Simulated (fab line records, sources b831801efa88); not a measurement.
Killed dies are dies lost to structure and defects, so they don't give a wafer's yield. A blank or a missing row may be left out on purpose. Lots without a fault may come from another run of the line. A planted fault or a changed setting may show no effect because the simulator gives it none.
fab line records | flow gf180mcu
record lots=5 wafers=15 last_day=34
route steps=602 shown M4@469 V4@476
lots that met no fault: from a run of the same line without faults
start_h: hours from the record's first day to the start of the lot's first wafer shown | wait_h: hours since the lot's step before | " the same as in the row above | L1.1+2: a row that stands for several wafers | - no value, or no start given | * or withheld: withheld | < > ~ a bound
route shown NAME@n: a module of which the file shows steps, and the number in the route of the first | usual: mean/standard deviation of fault-free wafers | same: alike in all rows | chamber/n: place in a boat | sites: the reading at each site | _std_site: their standard deviation | _edge_site: outer sites' mean less inner sites' | radius_mm: how far each site lies from the wafer's centre | mask NAME#n: copy n | behind: the tool/chamber that last shaped the wafer | hold: why the lot was held/for how many hours/how that ended | device: the transistor (n, p or np) that didn't switch | end of line: the same wafers' tests at the end of the route | a step without rows: its recipe alone | killed: dies lost to structure and defects at the first sort, not the wafer's yield | map: a wafer's dies, x killed, . not, _ none there
set.NAME: the setting as run; set.NAME@STEP: as run at that earlier step | model.NAME: the simulator's own value behind a step, which no gauge read
lots at some steps of the route; a table a step, a row a wafer
services: from which hour (start_h, from the record's first day; less than 0 if before it) a tool's chamber was out of use, for how many hours, and why
## steps
# step GF_M4_DEVELOP_13
# recipe develop_time_s=60 dev_temp_c=21
# usual chill_plate_temp_C=23.01/0.11
# columns lot.wafer tool chamber start_h wait_h chill_plate_temp_C
L077.1 litho_track-01 0 557.31 0.2 23.18
L077.3 " 0 " " 23.15
L077.4 " 0 " " 23.09
L080.1 litho_track-01 0 583.01 0.2 23.08
L080.4 " 0 " " 23.14
L080.6 " 0 " " 23.13
L090.3 litho_track-01 0 669.71 0.1 22.89
L090.5 " 0 " " 23.00
L090.6 " 0 " " 23.02
L094.1 litho_track-04 0 696.36 0.2 22.88
L094.4 " 0 " " 22.87
L094.5 " 0 " " 22.97
L095.1 litho_track-04 0 704.11 0.2 22.91
L095.2 " 0 " " 22.94
L095.3 " 0 " " 23.07
# step GF_M4_CD_MEAS_14
# recipe target_cd_nm=280
# usual cd_nm=279.8/1.2
# columns lot.wafer tool chamber start_h wait_h cd_nm
L077.1 cd_sem-01 - 557.46 0.1 277.5
L077.3 " - " " 277.3
L077.4 " - " " 278.2
L080.1 cd_sem-02 - 583.16 0.1 278.5
L080.4 " - " " 280.5
L080.6 " - " " 279.7
L090.3 cd_sem-01 - 669.85 0.1 280.4
L090.5 " - " " 279.9
L090.6 " - " " 279.8
L094.1 cd_sem-02 - 696.51 0.1 280.0
L094.4 " - " " 279.9
L094.5 " - " " 280.9
L095.1 cd_sem-01 - 704.26 0.1 281.5
L095.2 " - " " 280.7
L095.3 " - " " 279.6
# step GF_M4_OVL_MEAS_15
# usual M4_OVL=1/6.2
# columns lot.wafer tool chamber start_h wait_h M4_OVL[nm]
L077.1 overlay-01 - 557.58 0.1 9
L077.3 " - " " 13
L077.4 " - " " 7
L080.1 overlay-01 - 583.28 0.1 -7
L080.4 " - " " -5
L080.6 " - " " 0
L090.3 overlay-01 - 669.94 0.1 -1
L090.5 " - " " 1
L090.6 " - " " -1
L094.1 overlay-01 - 696.63 0.1 -14
L094.4 " - " " -17
L094.5 " - " " -13
L095.1 overlay-01 - 704.38 0.1 3
L095.2 " - " " -2
L095.3 " - " " 1
# step GF_M4_METAL_ETCH_16
# recipe chemistry=Cl2/BCl3 mask_material=KrF target_depth_nm=750.8 stop_on=SiO2 pressure_mtorr=8 icp_w=800 bias_w=140 Cl2_flow_sccm=80 bcl3_flow_sccm=40 time_s=125.1
# usual bcl3_flow_sccm=39.99/0.11 drypump_motor_current_A=5.9/0.35 oes_product_au=0.990/0.0058 throttle_valve_pct=28.229/0.0097
# columns lot.wafer tool chamber start_h wait_h bcl3_flow_sccm drypump_motor_current_A oes_product_au rf_hours_counter_h throttle_valve_pct
L077.1 rie_metal-02 0 557.61 0.0 40.11 6.2 0.979 2 28.234
L077.3 " 1 " " 39.99 5.5 0.993 - 28.226
L077.4 " 0 " " 40.16 6.1 0.992 - 28.213
L080.1 rie_metal-04 1 583.31 0.0 40.19 6.3 0.994 5 28.214
L080.4 " 1 " " 40.09 6.3 0.981 - 28.242
L080.6 " 1 " " 39.97 6.3 0.991 - 28.237
L090.3 rie_metal-04 1 670.01 0.1 39.86 6.3 0.982 - 28.228
L090.5 " 0 " " 40.12 5.7 0.993 - 28.221
L090.6 " 1 " " 40.06 6.3 0.988 - 28.228
L094.1 rie_metal-03 0 696.67 0.0 39.88 5.7 0.997 1 28.217
L094.4 " 1 " " 39.92 6.4 0.985 - 28.232
L094.5 " 0 " " 40.03 5.7 0.996 - 28.233
L095.1 rie_metal-02 0 704.42 0.0 40.13 6.2 0.991 7 28.228
L095.2 " 1 " " 39.89 5.4 1.003 15 28.224
L095.3 " 0 " " 39.90 6.2 0.989 - 28.248
# step GF_M4_STRIP_17
# recipe chemistry=O2/N2 power_w=1400 pressure_mtorr=1500 platen_temp_c=250 o2_flow_sccm=3000 n2_flow_sccm=300 overash_fraction=0.5
# usual drypump_motor_current_A=5.6/0.32 heater_power_w=343/27 n2_flow_sccm=300.1/0.83 o2_flow_sccm=2999/9.1 oes_product_au=0.537/0.0052 platen_temp_c=250.01/0.17 strip_time_to_endpoint_s=7.37/0.061
# columns lot.wafer tool chamber start_h wait_h drypump_motor_current_A heater_power_w n2_flow_sccm o2_flow_sccm oes_product_au platen_temp_c rf_hours_counter_h strip_time_to_endpoint_s
L077.1 plasma_asher-03 1 557.74 0.1 6.0 348 301.1 2986 0.540 250.18 14 7.39
L077.3 " 1 " " 6.0 355 301.4 2991 0.531 249.97 - 7.27
L077.4 " 0 " " 5.9 332 299.8 2993 0.535 250.08 - 7.38
L080.1 plasma_asher-04 1 583.57 0.2 5.1 374 300.2 2995 0.541 250.05 53 7.39
L080.4 " 1 " " 5.2 361 299.7 3004 0.534 249.85 - 7.44
L080.6 " 0 " " 5.7 314 299.9 3001 0.538 250.10 - 7.40
L090.3 plasma_asher-04 1 670.12 0.1 5.2 366 299.1 3024 0.537 249.99 - 7.41
L090.5 " 1 " " 5.2 366 298.4 3010 0.544 249.85 - 7.40
L090.6 " 0 " " 5.8 305 299.6 3010 0.538 250.22 - 7.37
L094.1 plasma_asher-03 1 696.80 0.1 6.0 356 300.2 3005 0.523 249.86 27 7.33
L094.4 " 0 " " 5.9 323 301.0 3003 0.541 249.85 - 7.40
L094.5 " 1 " " 6.0 350 300.7 3007 0.534 249.95 - 7.30
L095.1 plasma_asher-01 0 704.55 0.1 5.7 385 298.7 3011 0.540 250.13 105 7.35
L095.2 " 1 " " 5.3 339 300.9 2998 0.530 250.16 105 7.23
L095.3 " 1 " " 5.2 326 300.4 3000 0.537 250.12 - 7.33
# step GF_M4_STRIP_18
# recipe chemistry=post_etch_residue_remover time_s=1200 temp_c=72.5
# columns lot.wafer tool chamber start_h wait_h
L077.1+3+4 wet_bench-02 0 557.84 0.1
L080.1+4+6 wet_bench-02 1 583.67 0.1
L090.3+5+6 wet_bench-03 2 670.19 0.0
L094.1+4+5 wet_bench-02 1 696.90 0.1
L095.1+2+3 wet_bench-01 2 704.65 0.1
# step GF_M4_CLEAN_19
# recipe chemistry=DIW dry=n2_spin
# columns lot.wafer tool chamber start_h wait_h
L077.1+3+4 wet_bench-01 1 558.25 0.0
L080.1+4+6 wet_bench-01 2 584.01 0.0
L090.3+5+6 wet_bench-02 0 670.53 0.0
L094.1+4+5 wet_bench-01 0 697.24 0.0
L095.1+2+3 wet_bench-03 3 704.99 0.0
# step GF_V4_CVD_00
# recipe material=SiO2 target_thk_nm=600 sigma_open_frac=0.3 temp_c=400 time_s=100 sih4_flow_sccm=60 pressure_mtorr=6
# columns lot.wafer tool chamber start_h wait_h
L077.1+3+4 hdpcvd-01 0,0,1 558.34 0.0
L080.1+4+6 hdpcvd-01 1,1,0 584.11 0.0
L090.3+5+6 hdpcvd-01 2,1,0 670.62 0.0
L094.1+4+5 hdpcvd-01 1,0,1 697.33 0.0
L095.1+2+3 hdpcvd-01 1,2,0 705.17 0.0
# step GF_V4_THK_MEAS_01
# recipe reads=SiO2_of_V4_CVD_00
# usual V4_CVD_00_THK=600/5.9
# columns lot.wafer tool chamber start_h wait_h V4_CVD_00_THK[nm]
L077.1 film_metro-04 - 558.45 0.1 611
L077.3 " - " " 619
L077.4 " - " " 598
L080.1 film_metro-04 - 584.22 0.1 605
L080.4 " - " " 607
L080.6 " - " " 609
L090.3 film_metro-03 - 670.72 0.1 612
L090.5 " - " " 609
L090.6 " - " " 605
L094.1 film_metro-03 - 697.41 0.0 598
L094.4 " - " " 598
L094.5 " - " " 602
L095.1 film_metro-03 - 705.25 0.0 607
L095.2 " - " " 607
L095.3 " - " " 607
# step GF_V4_CVD_02
# recipe material=SiO2 target_thk_nm=850 precursor=TEOS temp_c=400 time_s=94.851 rf_w=600
# usual heater_power_w=666/100
# columns lot.wafer tool chamber start_h wait_h heater_power_w
L077.1 pecvd-04 1 558.51 0.1 516
L077.3 " 2 " " 570
L077.4 " 0 " " 501
L080.1 pecvd-04 0 584.28 0.1 562
L080.4 " 0 " " 596
L080.6 " 0 " " 638
L090.3 pecvd-03 2 670.79 0.1 829
L090.5 " 1 " " 710
L090.6 " 2 " " 654
L094.1 pecvd-01 2 697.47 0.1 643
L094.4 " 2 " " 508
L094.5 " 1 " " 609
L095.1 pecvd-01 2 705.31 0.1 641
L095.2 " 1 " " 754
L095.3 " 0 " " 845
# step GF_V4_THK_MEAS_03
# recipe reads=SiO2_of_V4_CVD_02
# usual V4_CVD_02_THK=851/11
# columns lot.wafer tool chamber start_h wait_h V4_CVD_02_THK[nm]
L077.1 film_metro-03 - 558.58 0.0 837
L077.3 " - " " 836
L077.4 " - " " 838
L080.1 film_metro-03 - 584.39 0.1 834
L080.4 " - " " 843
L080.6 " - " " 854
L090.3 film_metro-01 - 670.88 0.1 860
L090.5 " - " " 855
L090.6 " - " " 850
L094.1 film_metro-04 - 697.54 0.0 848
L094.4 " - " " 870
L094.5 " - " " 883
L095.1 film_metro-03 - 705.38 0.0 851
L095.2 " - " " 862
L095.3 " - " " 853
# step GF_V4_CMP_04
# recipe material=SiO2 down_force_psi=4 platen_rpm=60 pad_velocity_m_s=0.94248
# usual motor_current_A=11.6/1 slurry_flow_ml_min=150.0/0.47 time_to_endpoint_s=81/5.3
# columns lot.wafer tool chamber start_h wait_h motor_current_A slurry_flow_ml_min time_to_endpoint_s
L077.3 cmp-02 0 558.64 0.0 11.4 149.1 74
L077.4 " 1 " " 12.2 149.5 78
L077.1 " 3 " " 11.1 151.6 75
L080.1 cmp-02 1 584.45 0.1 13.2 149.5 77
L080.4 " 0 " " 11.6 149.8 76
L080.6 " 2 " " 10.0 150.2 83
L090.3 cmp-02 0 671.02 0.1 11.7 150.2 88
L090.6 " 2 " " 9.6 149.7 87
L090.5 " 3 " " 11.2 149.8 84
L094.1 cmp-01 1 697.70 0.1 12.6 150.0 78
L094.4 " 2 " " 12.9 149.5 89
L094.5 " 0 " " 10.8 149.6 85
L095.1 cmp-01 2 705.49 0.1 11.9 150.6 75
L095.2 " 3 " " 10.8 149.5 82
L095.3 " 0 " " 11.2 149.3 73
# step GF_V4_BOW_MEAS_05
# recipe mode=bow
# usual V4_BOW=134/10
# columns lot.wafer tool chamber start_h wait_h V4_BOW[um]
L077.1 film_metro-01 - 558.94 0.1 145
L077.3 " - " " 132
L077.4 " - " " 137
L080.1 film_metro-04 - 584.75 0.2 141
L080.4 " - " " 143
L080.6 " - " " 138
L090.3 film_metro-04 - 671.26 0.2 131
L090.5 " - " " 123
L090.6 " - " " 122
L094.1 film_metro-03 - 697.90 0.1 133
L094.4 " - " " 126
L094.5 " - " " 125
L095.1 film_metro-04 - 705.74 0.2 130
L095.2 " - " " 134
L095.3 " - " " 132
# step GF_V4_DEHYDRATE_06
# recipe temp_c=200 time_s=60
# usual chill_plate_temp_C=22.98/0.11
# columns lot.wafer tool chamber start_h wait_h chill_plate_temp_C
L077.1 litho_track-01 0 569.01 10.0 22.79
L077.3 " 0 " " 22.89
L077.4 " 0 " " 22.84
L080.1 litho_track-01 0 594.91 10.1 22.85
L080.4 " 0 " " 22.59
L080.6 " 0 " " 23.06
L090.3 litho_track-03 0 680.11 8.8 22.97
L090.5 " 0 " " 23.07
L090.6 " 0 " " 23.02
L094.1 litho_track-03 0 705.96 8.0 23.16
L094.4 " 0 " " 23.11
L094.5 " 0 " " 22.92
L095.1 litho_track-01 0 714.01 8.2 23.00
L095.2 " 0 " " 23.02
L095.3 " 0 " " 22.90
# step GF_V4_HMDS_07
# recipe prime_time_s=60 prime_temp_c=120
# usual chill_plate_temp_C=23.02/0.1
# same prime_time_s=60
# columns lot.wafer tool chamber start_h wait_h chill_plate_temp_C
L077.1 litho_track-01 0 569.16 0.1 23.08
L077.3 " 0 " " 22.97
L077.4 " 0 " " 23.10
L080.1 litho_track-01 0 595.06 0.1 22.86
L080.4 " 0 " " 22.76
L080.6 " 0 " " 22.83
L090.3 litho_track-03 0 680.26 0.1 23.07
L090.5 " 0 " " 23.08
L090.6 " 0 " " 23.11
L094.1 litho_track-03 0 706.11 0.1 23.15
L094.4 " 0 " " 23.07
L094.5 " 0 " " 23.10
L095.1 litho_track-01 0 714.16 0.1 23.06
L095.2 " 0 " " 23.05
L095.3 " 0 " " 22.95
# step GF_V4_COAT_08
# recipe resist=BARC temp_c=withheld time_s=withheld spin_rpm=withheld resist_thk_nm=withheld
# usual chill_plate_temp_C=*
# columns lot.wafer tool chamber start_h wait_h chill_plate_temp_C
L077.1 litho_track-01 0 569.31 0.1 *
L077.3 " 0 " " *
L077.4 " 0 " " *
L080.1 litho_track-01 0 595.21 0.1 *
L080.4 " 0 " " *
L080.6 " 0 " " *
L090.3 litho_track-03 0 680.41 0.1 *
L090.5 " 0 " " *
L090.6 " 0 " " *
L094.1 litho_track-03 0 706.26 0.1 *
L094.4 " 0 " " *
L094.5 " 0 " " *
L095.1 litho_track-01 0 714.31 0.1 *
L095.2 " 0 " " *
L095.3 " 0 " " *
# step GF_V4_COAT_09
# recipe resist=KrF spin_rpm=withheld resist_thk_nm=1000
# usual chill_plate_temp_C=23.02/0.12
# columns lot.wafer tool chamber start_h wait_h chill_plate_temp_C
L077.1 litho_track-01 0 - - 22.80
L077.3 " 0 " " 22.98
L077.4 " 0 " " 22.90
L080.1 litho_track-01 0 - - 22.94
L080.4 " 0 " " 23.00
L080.6 " 0 " " 22.99
L090.3 litho_track-03 0 - - 23.13
L090.5 " 0 " " 23.05
L090.6 " 0 " " 23.15
L094.1 litho_track-03 0 - - 22.90
L094.4 " 0 " " 22.97
L094.5 " 0 " " 23.04
L095.1 litho_track-01 0 - - 23.00
L095.2 " 0 " " 23.01
L095.3 " 0 " " 23.09
# step GF_V4_SOFTBAKE_10
# recipe temp_c=130 time_s=60 resist=KrF
# usual chill_plate_temp_C=23.01/0.12
# columns lot.wafer tool chamber start_h wait_h chill_plate_temp_C
L077.1 litho_track-01 0 - - 23.18
L077.3 " 0 " " 22.99
L077.4 " 0 " " 23.05
L080.1 litho_track-01 0 - - 22.99
L080.4 " 0 " " 23.10
L080.6 " 0 " " 22.96
L090.3 litho_track-03 0 - - 22.92
L090.5 " 0 " " 22.78
L090.6 " 0 " " 22.83
L094.1 litho_track-03 0 - - 22.87
L094.4 " 0 " " 23.05
L094.5 " 0 " " 22.96
L095.1 litho_track-01 0 - - 23.14
L095.2 " 0 " " 23.05
L095.3 " 0 " " 22.99
## services
# columns tool chamber start_h hours kind
cmp-02 - 537.79 0.9 repair
plasma_asher-01 - 544.29 5.1 repair
rie_metal-02 - 545.80 0.3 repair
plasma_asher-01 - 556.35 21.8 pm
rie_metal-03 - 557.53 1.0 repair
cmp-01 - 557.79 1.4 repair
wet_bench-03 - 557.83 0.6 repair
rie_metal-04 0 562.50 22.3 repair
pecvd-04 1 564.53 17.5 repair
cmp-01 - 572.15 4.0 pm
pecvd-04 1 582.21 4.8 repair
rie_metal-04 1 587.56 28.9 repair
plasma_asher-01 - 589.20 0.7 repair
pecvd-03 - 591.12 14.0 pm
rie_metal-02 - 622.81 4.3 pm
rie_metal-03 - 623.16 1.4 pm
cmp-02 - 656.90 0.6 repair
cmp-01 - 658.91 1.4 repair
plasma_asher-03 - 665.84 1.6 repair
pecvd-03 0 666.35 10.4 repair
rie_metal-02 0 666.47 20.7 repair
plasma_asher-03 - 676.18 14.6 pm
rie_metal-03 - 699.00 2.8 pm
pecvd-01 - 714.65 0.2 repair
## key
fault none
